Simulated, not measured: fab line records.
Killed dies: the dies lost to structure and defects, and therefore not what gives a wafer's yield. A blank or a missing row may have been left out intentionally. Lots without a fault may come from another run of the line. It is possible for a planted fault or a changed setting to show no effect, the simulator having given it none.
fab line records	flow sky130
record lots=13	wafers=39	last-day=49
route steps=708 shown POLY_GATE@230 VIA4@657 METAL5@663 PAD_OPEN@708
lots with no fault: from the same line, run without faults
start-h: hours from the record's opening day to when the first of the lot's shown wafers began	wait-h: hours elapsed since this lot's preceding step	" same as the row above	L1.1+2: a row that stands for several wafers	- either no value or no given start	* or withheld: withheld	< > ~ a bound
route shown NAME@n: a module of which the file shows steps, and the number in the route of the first	usual: mean/standard deviation taken from wafers without a fault	same: alike in all rows	chamber/n: place in a boat	sites: each site's reading	_std_site: standard deviation of those values	_edge_site: the outer-site mean with the inner-site mean subtracted	radius-mm: how far each site lies from the wafer's centre	mask NAME#n: copy n	behind: the most recent tool/chamber to have shaped the wafer	hold: why the lot went on hold/how many hours it stayed there/how the hold came to an end	device: the transistor (n, p or np) that didn't switch	end of line: the same wafers' tests at the end of the route	where a step has no rows: the recipe by itself	killed: dies that structure and defects cost at the first sort, which is not the same as the wafer's yield	map: the dies of a wafer, with x for killed, . for not killed, _ for no die there
set.NAME: the setting as run; set.NAME@STEP: as run at that earlier step	model.NAME: the simulator's own value behind a step, which no gauge read
a sample of lots followed through the steps of the route, with each step as a table and each wafer as a row
services: when a tool's chamber went out of use (start-h, in hours from the record's first day, below 0 if earlier), for how many hours, and the reason
## steps
# step SKY_POLY_GATE_ETCH_16
# recipe stop-on=poly-Si	chemistry=CH3F/O2	target=Si3N4	source-w=400	bias-w=80	pressure-mtorr=25	ch3f-flow-sccm=40	O2_flow_sccm=30	time-s=147.5	target-depth-a=750
# usual ch3f-flow-sccm=40.02/0.12	chamber-pressure-mTorr=25.002/0.023	drypump-motor-current-A=5.6/0.49	oes-product-au=0.639/0.0054	throttle-valve-pct=10.535/0.0095
lot.wafer	tool	chamber	start-h	wait-h	ch3f-flow-sccm	chamber-pressure-mTorr	drypump-motor-current-A	oes-product-au	rf-hours-counter-h	throttle-valve-pct
L895.3	rie-diel-04	2	373.34	0.0	40.00	24.985	5.6	0.643	5	10.530
L895.4	"	2	"	"	39.86	24.999	5.6	0.641	-	10.524
L895.6	"	3	"	"	40.05	25.019	5.5	0.647	-	10.536
L896.2	rie-diel-03	0	379.02	0.0	39.89	24.982	6.6	0.645	3	10.544
L896.3	"	1	"	"	40.03	24.966	6.3	0.630	78	10.522
L896.5	"	2	"	"	39.72	24.955	6.0	0.633	-	10.535
L897.2	rie-diel-02	2	385.14	0.0	40.10	24.971	6.4	0.632	0	10.539
L897.4	"	0	"	"	39.99	25.026	5.5	0.632	33	10.533
L897.6	"	1	"	"	39.82	24.988	5.6	0.634	-	10.535
L899.1	rie-diel-04	1	400.78	0.0	40.16	24.988	5.1	0.631	63	10.539
L899.2	"	0	"	"	40.06	25.035	4.8	0.631	7	10.531
L899.3	"	3	"	"	39.85	24.988	5.4	0.640	14	10.539
L900.2	rie-diel-02	1	409.58	0.1	40.00	24.968	5.6	0.644	24	10.541
L900.3	"	1	"	"	40.10	24.963	5.6	0.639	-	10.528
L900.5	"	2	"	"	39.91	25.041	6.5	0.644	-	10.544
L901.1	rie-diel-04	1	417.78	0.0	39.99	24.974	5.1	0.635	63	10.532
L901.4	"	0	"	"	40.04	24.986	4.8	0.649	7	10.527
L901.5	"	3	"	"	40.07	24.995	5.5	0.637	-	10.550
L905.1	rie-diel-02	2	448.77	0.1	40.25	25.016	6.5	0.638	2	10.527
L905.4	"	1	"	"	40.19	25.003	5.6	0.646	-	10.520
L905.6	"	1	"	"	40.19	24.987	5.6	0.640	-	10.538
L906.1	rie-diel-04	0	462.92	0.0	40.09	24.983	4.8	0.637	9	10.547
L906.4	"	1	"	"	40.18	25.016	5.2	0.645	64	10.534
L906.5	"	1	"	"	39.90	25.034	5.2	0.629	-	10.536
L907.1	rie-diel-03	2	474.08	0.0	40.01	25.014	6.0	0.640	16	10.545
L907.3	"	0	"	"	39.73	24.994	6.6	0.643	4	10.535
L907.4	"	1	"	"	40.12	25.008	6.2	0.634	79	10.538
L909.1	rie-diel-02	3	492.43	0.0	40.25	24.982	5.7	0.641	1	10.543
L909.4	"	2	"	"	39.96	24.998	6.4	0.626	2	10.542
L909.6	"	2	"	"	39.83	25.012	6.4	0.641	-	10.542
L910.1	rie-diel-02	1	495.78	0.0	40.06	25.020	5.6	0.639	26	10.545
L910.2	"	2	"	"	40.15	25.032	6.5	0.637	3	10.543
L910.4	"	2	"	"	40.22	24.970	6.5	0.643	-	10.533
L913.2	rie-diel-04	1	524.13	0.0	39.79	25.027	5.2	0.633	65	10.548
L913.3	"	0	"	"	40.16	24.996	4.8	0.644	10	10.555
L913.5	"	0	"	"	40.19	24.974	4.8	0.638	-	10.527
L915.2	rie-diel-04	1	539.48	0.0	40.06	24.974	5.1	0.644	66	10.528
L915.3	"	3	"	"	40.02	25.013	5.5	0.633	17	10.519
L915.4	"	1	"	"	39.95	25.051	5.1	0.640	-	10.523
# step SKY_VIA4_CVD_18
# recipe material=W	target-thk-nm=505	time-s=152.14	temp-c=400	pressure-torr=40
# usual heater-power-w=835/96
lot.wafer	tool	chamber	start-h	wait-h	heater-power-w
L895.3	cvd-w-02	0	1009.53	0.1	703
L895.4	"	1	"	"	834
L895.6	"	0	"	"	694
L896.2	cvd-w-02	1	1013.87	0.0	790
L896.3	"	0	"	"	696
L896.5	"	0	"	"	699
L897.2	cvd-w-01	1	1017.33	0.0	961
L897.4	"	1	"	"	988
L897.6	"	1	"	"	954
L899.1	cvd-w-01	1	1031.15	0.0	970
L899.2	"	0	"	"	823
L899.3	"	0	"	"	839
L900.2	cvd-w-02	1	1037.50	0.0	815
L900.3	"	1	"	"	820
L900.5	"	1	"	"	810
L901.1	cvd-w-01	0	1044.56	0.0	824
L901.4	"	1	"	"	959
L901.5	"	1	"	"	954
L905.1	cvd-w-02	0	1065.60	0.0	699
L905.4	"	0	"	"	699
L905.6	"	0	"	"	693
L906.1	cvd-w-02	0	1075.95	0.0	698
L906.4	"	0	"	"	701
L906.5	"	1	"	"	810
L907.1	cvd-w-01	0	1081.81	0.0	831
L907.3	"	1	"	"	980
L907.4	"	0	"	"	837
L909.1	cvd-w-02	1	1093.05	0.0	833
L909.4	"	0	"	"	686
L909.6	"	0	"	"	699
L910.1	cvd-w-01	1	1101.02	0.0	961
L910.2	"	0	"	"	842
L910.4	"	0	"	"	872
L913.2	cvd-w-01	0	1118.31	0.0	843
L913.3	"	1	"	"	975
L913.5	"	0	"	"	828
L915.2	cvd-w-01	0	1125.45	0.0	839
L915.3	"	0	"	"	826
L915.4	"	1	"	"	959
# step SKY_METAL5_SPUTTER_02
# recipe material=AlCu	target-thk-nm=1150	power-w=10600	time-s=61.2	chamber-pressure-pa=0.4
# usual throttle-valve-pct=29.7/0.81
lot.wafer	tool	chamber	start-h	wait-h	throttle-valve-pct
L895.3	pvd-sputter-02	-	1010.16	0.0	29.0
L895.4	"	-	"	"	30.6
L895.6	"	-	"	"	28.9
L896.2	pvd-sputter-01	-	1014.55	0.0	29.8
L896.3	"	-	"	"	29.0
L896.5	"	-	"	"	30.4
L897.2	pvd-sputter-04	-	1018.01	0.0	31.0
L897.4	"	-	"	"	30.4
L897.6	"	-	"	"	30.6
L899.1	pvd-sputter-01	-	1032.05	0.0	30.0
L899.2	"	-	"	"	28.6
L899.3	"	-	"	"	29.1
L900.2	pvd-sputter-01	-	1038.18	0.0	30.4
L900.3	"	-	"	"	28.3
L900.5	"	-	"	"	29.2
L901.1	pvd-sputter-01	-	1045.24	0.0	29.0
L901.4	"	-	"	"	29.9
L901.5	"	-	"	"	29.7
L905.1	pvd-sputter-01	-	1066.37	0.0	29.8
L905.4	"	-	"	"	30.3
L905.6	"	-	"	"	30.0
L906.1	pvd-sputter-01	-	1076.63	0.0	28.4
L906.4	"	-	"	"	28.1
L906.5	"	-	"	"	30.6
L907.1	pvd-sputter-02	-	1083.12	0.0	28.9
L907.3	"	-	"	"	32.3
L907.4	"	-	"	"	30.4
L909.1	pvd-sputter-01	-	1093.73	0.0	30.2
L909.4	"	-	"	"	29.1
L909.6	"	-	"	"	29.8
L910.1	pvd-sputter-01	-	1101.70	0.0	30.2
L910.2	"	-	"	"	28.4
L910.4	"	-	"	"	29.2
L913.2	pvd-sputter-01	-	1120.05	0.0	28.2
L913.3	"	-	"	"	29.9
L913.5	"	-	"	"	29.9
L915.2	pvd-sputter-04	-	1126.13	0.0	29.3
L915.3	"	-	"	"	30.6
L915.4	"	-	"	"	30.3
# step SKY_METAL5_THK_MEAS_06
# recipe thk-meas-gauge=xrf	reads=AlCu_of_METAL5_SPUTTER_02
# usual METAL5_ALCU_THK=1143/12
lot.wafer	tool	chamber	start-h	wait-h	METAL5_ALCU_THK[nm]
L895.3	film-metro-01	-	1010.41	0.1	1130
L895.4	"	-	"	"	1128
L895.6	"	-	"	"	1132
L896.2	film-metro-01	-	1014.79	0.1	1143
L896.3	"	-	"	"	1133
L896.5	"	-	"	"	1134
L897.2	film-metro-02	-	1018.26	0.1	1151
L897.4	"	-	"	"	1146
L897.6	"	-	"	"	1158
L899.1	film-metro-02	-	1032.29	0.1	1156
L899.2	"	-	"	"	1151
L899.3	"	-	"	"	1159
L900.2	film-metro-01	-	1038.43	0.1	1143
L900.3	"	-	"	"	1144
L900.5	"	-	"	"	1150
L901.1	film-metro-02	-	1045.48	0.1	1141
L901.4	"	-	"	"	1134
L901.5	"	-	"	"	1140
L905.1	film-metro-01	-	1066.61	0.1	1151
L905.4	"	-	"	"	1159
L905.6	"	-	"	"	1150
L906.1	film-metro-02	-	1076.87	0.1	1117
L906.4	"	-	"	"	1121
L906.5	"	-	"	"	1115
L907.1	film-metro-02	-	1083.36	0.1	1139
L907.3	"	-	"	"	1148
L907.4	"	-	"	"	1142
L909.1	film-metro-01	-	1093.97	0.1	1144
L909.4	"	-	"	"	1157
L909.6	"	-	"	"	1147
L910.1	film-metro-03	-	1101.93	0.1	1142
L910.2	"	-	"	"	1148
L910.4	"	-	"	"	1158
L913.2	film-metro-03	-	1120.30	0.1	1132
L913.3	"	-	"	"	1147
L913.5	"	-	"	"	1140
L915.2	film-metro-01	-	1126.38	0.1	1161
L915.3	"	-	"	"	1165
L915.4	"	-	"	"	1169
# step SKY_PAD_OPEN_PROBE_99
# usual killed_at_M0_to_M3=43/8	killed_at_M4_up=2.9/1.6	killed-at-contacts=26/5.2	killed-at-front-end=15/4.3	killed-at-other=0.3/0.56	killed-dies=87/10	killed-open=48/6.9	killed-short=40/6.5
# same gross-dies=492	killed-at-back-side=0
lot.wafer	tool	chamber	start-h	wait-h	killed_at_M0_to_M3	killed_at_M4_up	killed-at-contacts	killed-at-front-end	killed-at-other	killed-dies	killed-open	killed-short
L909.1	prober-02	-	1154.89	0.3	45	3	19	52	0	119	41	39
L909.4	prober-02	-	1155.04	0.4	35	3	24	28	1	91	38	38
L909.6	prober-02	-	1155.14	0.4	41	4	33	32	0	110	47	49
L910.1	prober-02	-	1161.56	0.1	49	6	31	59	0	145	55	49
L910.2	prober-02	-	1161.61	0.1	35	3	26	29	0	93	40	34
L910.4	prober-02	-	1161.71	0.2	35	4	28	32	1	100	41	41
# killed by level:class
L909.1 POLY_GATE:unspecified=39 VIA1:geometric-particle:open=10 METAL2:geometric-particle:short=10 LI_CONTACT:geometric-particle:open=7 METAL1:geometric-particle:short=6 CONTACT:geometric-particle:open=6 VIA3:geometric-particle:open=5 FIELD_ISO:geometric-particle:open=4
L909.4 POLY_GATE:unspecified=15 VIA2:geometric-particle:open=7 LI_CONTACT:geometric-particle:open=6 CONTACT:geometric-particle:open=6 METAL1:geometric-particle:short=6 FIELD_ISO:geometric-particle:short=5 LOCAL_INTERCONNECT:geometric-particle:short=5 VIA1:geometric-particle:open=5
L909.6 POLY_GATE:unspecified=14 CONTACT:geometric-particle:open=10 METAL1:geometric-particle:short=9 POLY_GATE:geometric-particle:short=8 VIA2:geometric-particle:open=8 VIA1:geometric-particle:open=8 LOCAL_INTERCONNECT:geometric-particle:short=7 VIA3:geometric-particle:open=5
L910.1 POLY_GATE:unspecified=41 CONTACT:geometric-particle:open=17 VIA1:geometric-particle:open=13 METAL2:geometric-particle:short=7 VIA1:geometric-particle:short=7 LI_CONTACT:geometric-particle:open=6 VIA2:geometric-particle:open=6 POLY_GATE:geometric-particle:short=5
L910.2 POLY_GATE:unspecified=19 CONTACT:geometric-particle:open=12 VIA2:geometric-particle:short=9 VIA1:geometric-particle:open=7 LI_CONTACT:geometric-particle:open=6 METAL2:geometric-particle:short=5 METAL1:geometric-particle:short=4 FIELD_ISO:geometric-particle:open=3
L910.4 POLY_GATE:unspecified=18 CONTACT:geometric-particle:open=13 POLY_GATE:geometric-particle:short=7 LI_CONTACT:geometric-particle:open=6 VIA1:geometric-particle:open=6 VIA3:geometric-particle:open=6 POLY_GATE:geometric-particle:open=4 CONTACT:geometric-particle:short=4
## services
tool	chamber	start-h	hours	kind
cvd-w-02	-	351.19	14.6	pm
rie-diel-04	3	364.72	3.2	repair
rie-diel-04	1	370.24	3.4	repair
cvd-w-01	-	390.00	14.0	pm
cvd-w-02	1	400.91	39.3	repair
cvd-w-02	-	413.92	2.8	pm
rie-diel-04	-	419.37	0.4	repair
pvd-sputter-01	-	449.25	4.5	repair
cvd-w-02	-	485.79	6.9	pm
pvd-sputter-01	-	532.12	5.3	repair
cvd-w-02	0	536.93	4.6	repair
rie-diel-04	0	538.27	6.8	repair
cvd-w-01	1	658.80	1.6	repair
cvd-w-01	-	681.99	1.2	repair
pvd-sputter-01	-	725.00	4.7	repair
cvd-w-01	-	735.61	2.8	pm
cvd-w-01	0	834.06	8.0	repair
cvd-w-01	1	901.89	25.6	repair
cvd-w-01	-	955.62	6.9	pm
cvd-w-01	-	967.40	28.1	pm
pvd-sputter-01	-	967.80	4.0	repair
cvd-w-01	1	1012.67	3.8	repair
cvd-w-01	-	1057.69	1.5	repair
cvd-w-01	-	1072.28	0.9	repair
## key
first-sign step=SKY_PAD_OPEN_PROBE_99	reading=killed-at-front-end	direction=up	sigmas=5.5	usual=15	struck=39
effect step=SKY_PAD_OPEN_PROBE_99	reading=killed-dies	direction=up	sigmas=2.1	usual=87	struck=110	wafers-moved=2
met-at SKY_POLY_GATE_ETCH_16
struck-lots L909,L910
tester-left-out L909,L910
not-acting-at SKY_VIA4_CVD_18,SKY_METAL5_SPUTTER_02,SKY_METAL5_THK_MEAS_06
onset-between 448.77 492.43
fault kind=chamber-particle-source	tool=rie-diel-02	chamber=-	onset-h=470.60	steps=SKY_POLY_GATE_ETCH_16	rate-per-visit-cm2=0.66066	end-h=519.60
# tester-left-out: of these lots the tester's yield and bins aren't shown, on N5 and GAA mostly nor the transistor test; their killed dies are dies lost to structure and defects alone, not to doping, threshold or leakage, so they don't give the yield
